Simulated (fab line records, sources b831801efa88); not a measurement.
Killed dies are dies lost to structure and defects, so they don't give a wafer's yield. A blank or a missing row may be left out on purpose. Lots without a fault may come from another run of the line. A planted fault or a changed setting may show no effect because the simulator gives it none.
One fault seen from 2 desks | flow gf180mcu | each desk has only its own numbers; what lay behind them comes last

THE METROLOGY DESK
What the gauges read, lot by lot, whatever tool the lot ran on: means of the sampled wafers that have a number. A lot is out of limits, marked OUT, if its mean lies more than 4 standard deviations from the usual mean; the brackets give that distance.
Columns: A = STI_CVD_03_THK at GF_STI_THK_MEAS_04, usual 231.9 nm; B = SAB_OVL at GF_SAB_OVL_MEAS_10, usual -1.0 nm
lot  | first seen here | A     | B
L826 | day 1 13:34     | 234.1 | -3.9
L827 | day 1 19:04     | 232.4 | 0.3
L828 | day 2 02:49     | 232.6 | -3.7
L830 | day 2 11:12     | 231.2 | -0.5
L831 | day 2 14:59     | 230.8 | -2.8
L832 | day 2 19:34     | 234.8 | -0.1
L833 | day 3 00:49     | 230.7 | -0.6
L834 | day 3 05:35     | 231.2 | -1.9
L835 | day 3 11:03     | 232.0 | 0.3
L838 | day 4 01:34     | 227.6 | -2.3
L840 | day 4 11:35     | 232.9 | 0.6
L845 | day 5 12:37     | 226.8 | -1.1
L847 | day 5 23:42     | 231.4 | -0.1
This desk's finding: nothing out of limits on any of the 13 lots.

THE TOOL OWNER'S DESK: lpcvd-01
The tool's own readings at GF_STI_CVD_03 (deposits Si3N4 from DCS/NH3, target thk 207.16 nm, time 3551 s): means of the sampled wafers that have a number, for each lot that ran on this tool. A lot is out of limits, marked OUT, if its mean lies more than 4 standard deviations from the usual mean; the brackets give that distance.
Columns: A = spike_tc_top_C at GF_STI_CVD_03, usual 789.9 C
lot  | first seen here | A
L826 | day 1 11:34     | 791.2
L830 | day 2 09:13     | 787.9
L831 | day 2 12:59     | 791.7
L833 | day 2 22:50     | 791.3
L834 | day 3 03:34     | 788.3
L838 | day 3 23:34     | 789.3
L845 | day 5 10:37     | 789.5
This desk's finding: nothing out of limits on any of the 7 lots.

PUT TOGETHER
The metrology desk saw nothing out of limits.
The tool owner's desk saw nothing out of limits.

WHAT THE SIMULATOR HAD PUT IN
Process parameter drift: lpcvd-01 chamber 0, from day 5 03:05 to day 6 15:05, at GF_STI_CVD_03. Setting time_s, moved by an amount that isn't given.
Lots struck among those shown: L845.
